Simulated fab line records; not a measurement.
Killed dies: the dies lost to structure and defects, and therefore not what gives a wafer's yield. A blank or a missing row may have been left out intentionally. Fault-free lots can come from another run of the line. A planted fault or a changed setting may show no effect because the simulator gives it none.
A struck lot beside a sound one    flow sky130    17 steps out of a route of 708
Sound: wafers L659.2, L659.5, L659.6. Wafers L649.3, L649.5, L649.6 were the ones struck. At the end, the cause is stated.
Each step with rows lists, per side, the tool, then ch with its chambers, then its first start. Under that, the readings that differ: sound wafers    struck wafers    difference of the means    sigmas: that difference in standard deviations of wafers without a fault.
alike: readings whose means differ by less than 2 such deviations, and words and numbers that are the same on both sides. not compared: withheld readings, readings that some wafer has no value for, bounds like >300 that may hide the same value, and numbers for which the record gives no deviation and whose values overlap.
The two part at a step that has a row with sigmas, a row that says differs or no value, or rows on one side only. Numbers that don't overlap but have no deviation are shown without sigmas and don't part them. A reading that every wafer of one side lacks parts them only if that side has two wafers or more.

SKY_VT_ADJUST_LVTN_OVL_MEAS_07:
  sound: overlay-02 at day 13 03:21; struck: overlay-02 at day 9 14:57
  alike: VT_ADJUST_LVTN_OVL
next, for these wafers, 1 step has no rows: SKY_VT_ADJUST_LVTN_IMPLANT_08.
SKY_VT_ADJUST_LVTN_STRIP_09: strips in O2/N2.
  sound on plasma-asher-04 ch 0,1, day 13 03:32; struck on plasma-asher-04 ch 0,1, day 9 15:09
reading                       sound              struck             difference  sigmas
strip-time-to-endpoint-s (s)  37.03 37.06 36.89  36.72 36.83 36.75  -0.23       -2
  alike: drypump-motor-current-A, oes-product-au
  not compared: rf-hours-counter-h
SKY_VT_ADJUST_LVTN_TW_MEAS_10:
  sound: film-metro-01 at day 13 03:38; struck: film-metro-03 at day 9 15:14
reading            sound              struck             difference  sigmas
VT_ADJUST_LVTN_TW  242.0 242.2 241.4  238.6 239.3 238.1  -3.2        -2
then, 7 steps without rows for these wafers: SKY_VT_ADJUST_LVTN_DEHYDRATE_11 (time 60 s); SKY_VT_ADJUST_LVTN_HMDS_12 (prime time 60 s); SKY_VT_ADJUST_LVTN_COAT_13 (resist thk 1140 nm); SKY_VT_ADJUST_LVTN_SOFTBAKE_14 (time 60 s); SKY_VT_ADJUST_LVTN_EXPOSE_15 (exposes mask HVN STD DERIVED, target cd 600 nm); SKY_VT_ADJUST_LVTN_PEB_16; SKY_VT_ADJUST_LVTN_DEVELOP_17 (develop time 60 s).
SKY_VT_ADJUST_LVTN_OVL_MEAS_18:
  sound: overlay-02 at day 14 05:59; struck: overlay-02 at day 10 12:45
  alike: VT_ADJUST_LVTN_01_OVL
SKY_VT_ADJUST_LVTN_IMPLANT_19:
  sound on implanter-03 ch 0, day 14 06:03; struck on implanter-01 ch 0, day 10 13:22
SKY_VT_ADJUST_LVTN_STRIP_20: strips in O2/N2.
  sound on plasma-asher-04 ch 0,1, day 14 06:10; struck on plasma-asher-03 ch 0,1, day 10 13:30
reading                       sound              struck             difference  sigmas
strip-time-to-endpoint-s (s)  14.14 14.14 14.09  14.25 14.24 14.24  +0.12       +3
  alike: drypump-motor-current-A, oes-product-au
  not compared: rf-hours-counter-h
SKY_VT_ADJUST_LVTN_TW_MEAS_21:
  sound: film-metro-03 at day 14 06:17; struck: film-metro-01 at day 10 13:49
reading              sound              struck             difference  sigmas
VT_ADJUST_LVTN_2_TW  186.4 186.8 186.6  229.6 229.3 229.9  +43.0       +39
then, 1 step without rows for these wafers: SKY_VT_ADJUST_NCORE_DEHYDRATE_00 (time 60 s).
-- record jumps: 38 days separate the struck wafers' starts on either side; left off in module VT_ADJUST_NCORE, taken up again in module PAD_OPEN, whose first shown step is the route's number 708 --
SKY_PAD_OPEN_PROBE_99:
  sound: prober-02 at day 51 00:38; struck: prober-01 at day 48 06:30
reading                                     sound              struck             difference  sigmas
model.etest.res-pwell-under-gate.rs-ohm-sq  2302 2320 2281     2164 2177 2174     -129        
model.etest.tip_n_5v.rs-ohm-sq              1399 1408 1413     1443 1446 1442     +37         
model.etest.nfet-g5v0d10v5.r-on-ohm-um      1874 1878 1891     1943 1971 1937     +69         
model.etest.nfet-g5v0d10v5.drive-ua-um      607.4 605.5 605    573.4 568.1 572.9  -34.5       
model.etest.nfet_16v.drive-ua-um            223.6 222.6 223.6  207.5 203.3 208.6  -16.8       
model.etest.ring_5v.delay-ps                44.59 44.43 44.59  46.26 46.58 45.84  +1.69       
  alike: killed_at_M0_to_M3, killed_at_M4_up, killed-at-contacts, killed-at-front-end, killed-at-other, killed-dies, killed-open, killed-short
  not compared: model.etest.pfet_16v.r-on-ohm-um, model.etest.pfet_16v.drive-ua-um

WHERE THEY PART
Earliest at SKY_VT_ADJUST_LVTN_STRIP_09; latest, in this record, at SKY_VT_ADJUST_LVTN_TW_MEAS_21. Later steps at which nothing parts them and some readings are alike: SKY_PAD_OPEN_PROBE_99.

WHY: whatever the simulator had introduced
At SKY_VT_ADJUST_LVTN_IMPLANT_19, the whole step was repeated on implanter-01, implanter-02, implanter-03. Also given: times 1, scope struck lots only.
